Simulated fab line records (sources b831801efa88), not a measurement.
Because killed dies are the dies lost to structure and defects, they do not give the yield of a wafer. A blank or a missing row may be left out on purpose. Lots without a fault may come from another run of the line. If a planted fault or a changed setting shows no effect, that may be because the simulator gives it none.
Comparing a struck lot with a sound one || flow sky130 || 30 steps out of a route of 708
Sound: wafers L463.1, L463.3, L463.5. Wafers struck: L477.3, L477.4, L477.5. Last of all comes the cause.
For every step that has rows: the tool of each side, followed by ch and its chambers, followed by its first start. Under that, the readings that differ: sound wafers || struck wafers || difference of the means || sigmas: that difference in standard deviations of wafers without a fault.
alike: readings with means less than 2 such deviations apart, plus words and numbers identical on both sides. not compared: withheld readings, readings lacking a value on some wafer, bounds such as >300 that could conceal the same value, and numbers that have no deviation in the record and whose values overlap.
The two part at a step that has a row with sigmas, a row that says differs or no value, or rows on one side only. When numbers do not overlap yet have no deviation, they are printed without sigmas and do not part them. A reading that every wafer of one side lacks parts them only if that side has two wafers or more.

first, 5 steps without rows for these wafers: SKY_SONOS_ONO_COAT_08 (resist thk 1140 nm); SKY_SONOS_ONO_SOFTBAKE_09 (time 60 s); SKY_SONOS_ONO_EXPOSE_10 (exposes mask ONOM, target cd 410 nm); SKY_SONOS_ONO_PEB_11; SKY_SONOS_ONO_DEVELOP_12 (develop time 60 s).
SKY_SONOS_ONO_CD_MEAS_13 targets a cd of 410 nm.
  sound: cd-sem-02 at day 13 04:25; struck: cd-sem-02 at day 18 04:31
  alike: cd-nm
SKY_SONOS_ONO_OVL_MEAS_14:
  sound: overlay-01 at day 13 04:32; struck: overlay-01 at day 18 04:37
  alike: SONOS_ONO_OVL
SKY_SONOS_ONO_ETCH_15: etches the open film in CHF3/O2, target depth 19.52 nm, time 7.8 s.
  sound on rie-diel-04 ch 0,1,2, day 13 04:34; struck on rie-diel-04 ch 0,1,2, day 18 04:38
  alike: drypump-motor-current-A, oes-product-au, throttle-valve-pct
  not compared: rf-hours-counter-h
then, 1 step without rows for these wafers: SKY_SONOS_ONO_WET_ETCH_16 (etches SiO2 in dHF, target depth 14 nm, time 280 s).
SKY_SONOS_ONO_STRIP_17: strips in O2/N2.
  sound on plasma-asher-04 ch 0,1, day 13 04:41; struck on plasma-asher-01 ch 0,1, day 18 04:47
  alike: drypump-motor-current-A, oes-product-au, strip-time-to-endpoint-s
  not compared: rf-hours-counter-h
then, 2 steps without rows for these wafers: SKY_SONOS_ONO_WET_ETCH_18 (etches Si3N4 in H3PO4, target depth 15 nm, time 172 s); SKY_GATE_OXIDE_CLEAN_00 (cleans in SC1/SC2, time 150 s).
SKY_GATE_OXIDE_OXIDATION_01: stabilise 600 s, purge 300 s, target thk 10.268 nm.
  sound on furnace-01 ch 0, day 13 05:32; struck on furnace-02 ch 0, day 18 05:06
{"reading": "spike-tc-centre-C (C)", "sound": "899.5 900.9 901.4", "struck": "891.4 892.7 892.3", "difference": -8.5, "sigmas": -9}
{"reading": "spike-tc-lower-C (C)", "sound": "900.9 900.6 901.9", "struck": "892.5 892.1 893.1", "difference": -8.6, "sigmas": -8}
{"reading": "spike-tc-top-C (C)", "sound": "911.9 909.2 911.3", "struck": "897.9 898.1 899.2", "difference": -12.4, "sigmas": -5}
{"reading": "spike-tc-upper-C (C)", "sound": "900.2 898.8 898.6", "struck": "890.0 888.5 890.3", "difference": -9.6, "sigmas": -9}
{"reading": "tube-center-temp-C (C)", "sound": "899.99 900.04 899.96", "struck": "892.15 892.24 892.16", "difference": -7.81, "sigmas": -99}
{"reading": "tube_center_temp_C_max", "sound": "903.2 902.1 902.1", "struck": "895.0 895.6 894.4", "difference": -7.5, "sigmas": -20}
{"reading": "model.SiO2_of_GATE_OXIDE_OXIDATION_01.thk-nm (nm)", "sound": "10.32 10.47 10.41", "struck": "9.489 9.494 9.422", "difference": -0.932, "sigmas": ""}
SKY_GATE_OXIDE_THK_MEAS_02:
  sound: film-metro-02 at day 13 06:57; struck: film-metro-02 at day 18 06:32
{"reading": "GATE_OXIDE_OXIDATION_00_THK (nm)", "sound": "10.32 10.49 10.44", "struck": "9.51 9.52 9.40", "difference": -0.94, "sigmas": -6}
then, 7 steps without rows for these wafers: SKY_GATE_OXIDE_DEHYDRATE_03 (time 60 s); SKY_GATE_OXIDE_HMDS_04 (prime time 60 s); SKY_GATE_OXIDE_COAT_05 (resist thk 1140 nm); SKY_GATE_OXIDE_SOFTBAKE_06 (time 60 s); SKY_GATE_OXIDE_EXPOSE_07 (exposes mask LVOM, target cd 600 nm); SKY_GATE_OXIDE_PEB_08; SKY_GATE_OXIDE_DEVELOP_09 (develop time 60 s).
SKY_GATE_OXIDE_OVL_MEAS_10:
  sound: overlay-01 at day 14 08:11; struck: overlay-01 at day 19 13:17
  alike: GATE_OXIDE_OVL
then, 2 steps without rows for these wafers: SKY_GATE_OXIDE_IMPLANT_11; SKY_GATE_OXIDE_WET_ETCH_12 (etches SiO2 in dHF, target depth 16.8 nm, time 336 s).
SKY_GATE_OXIDE_STRIP_13: strips in O2/N2.
  sound on plasma-asher-01 ch 0,1, day 14 08:30; struck on plasma-asher-03 ch 0,1, day 19 13:37
  alike: drypump-motor-current-A, oes-product-au, strip-time-to-endpoint-s
  not compared: rf-hours-counter-h
SKY_GATE_OXIDE_TW_MEAS_14:
  sound: film-metro-02 at day 14 08:36; struck: film-metro-04 at day 19 13:42
{"reading": "GATE_OXIDE_TW", "sound": "221 221 220", "struck": "230 231 230", "difference": "+10", "sigmas": "+2"}
then, 1 step without rows for these wafers: SKY_GATE_OXIDE_CLEAN_15 (cleans in SC1/SC2, time 150 s).
SKY_GATE_OXIDE_OXIDATION_16: stabilise 600 s, purge 300 s, target thk 3.57 nm.
  sound on furnace-01 ch 0, day 14 10:49; struck on furnace-01 ch 0, day 19 16:29
{"reading": "model.SiO2_of_GATE_OXIDE_OXIDATION_01.thk-nm (nm)", "sound": "11.68 11.83 11.78", "struck": "10.89 10.88 10.79", "difference": -0.91, "sigmas": ""}
  alike: spike-tc-centre-C, spike-tc-lower-C, spike-tc-top-C, spike-tc-upper-C, tube-center-temp-C, tube_center_temp_C_max
then, 1 step without rows for these wafers: SKY_POLY_GATE_CVD_00 (deposits poly-Si, target thk 180 nm, time 720 s).
SKY_PAD_OPEN_PROBE_99:
  the record holds rows for the sound wafers here (prober-02, day 46 03:30) but none for the struck ones

## WHERE THEY PART
First at SKY_GATE_OXIDE_OXIDATION_01; last, within this record, at SKY_PAD_OPEN_PROBE_99.

WHY: what the simulator had put in
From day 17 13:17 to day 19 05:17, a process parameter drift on furnace-02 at SKY_GATE_OXIDE_OXIDATION_01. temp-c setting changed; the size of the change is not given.
